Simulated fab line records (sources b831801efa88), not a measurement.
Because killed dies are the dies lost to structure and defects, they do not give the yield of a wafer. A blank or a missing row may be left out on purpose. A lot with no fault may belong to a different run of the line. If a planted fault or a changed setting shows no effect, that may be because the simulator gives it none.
Matching of chambers	flow sky130	4 sister chambers for SKY_PASSIVATION_ETCH_11 on rie diel-02
The step etches the open film in CF4/O2, stops on AlCu, target depth 725 nm, time 161.1 s. 8 wafers are shown with their chamber, then 11 later ones without.

== WAFERS WITH THEIR CHAMBER ==
wafer	chamber	drypump motor current A (A)	throttle valve pct (%)
L074.5	1	6.7	5.952
L080.3	0	5.6	5.961
L080.4	2	6.3	5.978
L080.6	2	6.3	5.988
L082.1	3	6.0	5.960
L082.4	1	6.7	5.955
L082.5	0	5.6	5.971
L089.1	3	5.9	5.967

== WAFERS MISSING THEIR CHAMBER ==
wafer	drypump motor current A (A)	throttle valve pct (%)
L089.3	6.7	5.980
L089.4	6.3	5.967
L090.1	6.7	5.958
L090.2	6.3	5.955
L090.5	5.5	5.970
L094.2	6.7	5.972
L094.4	5.5	5.977
L094.6	5.9	5.967
L095.2	6.7	5.963
L095.4	6.3	5.985
L095.6	6.3	5.974

== EACH ONE'S CHAMBER ==
wafer	from the rows above	in truth
L089.3	1	1
L089.4	2	2
L090.1	1	1
L090.2	2	2
L090.5	0	0
L094.2	1	1
L094.4	0	0
L094.6	3	3
L095.2	1	1
L095.4	2	2
L095.6	2	2
11 of 11 placed correctly. From these rows, 0 cannot be placed. Number placed wrongly: 0.
How it was worked out, from the rows above alone: a wafer's distance from a chamber is the root of the sum, over the readings, of the square of ((its reading less the chamber's mean) divided by the reading's scatter). If the next closest chamber is less than 2 further off than the closest, the wafer can't be placed; otherwise it belongs to the closest. A chamber's mean is the mean of its shown wafers. The scatter: take each reading less its chamber's mean, square it, sum over the shown wafers, divide by the number of wafers less the number of chambers, and take the root.
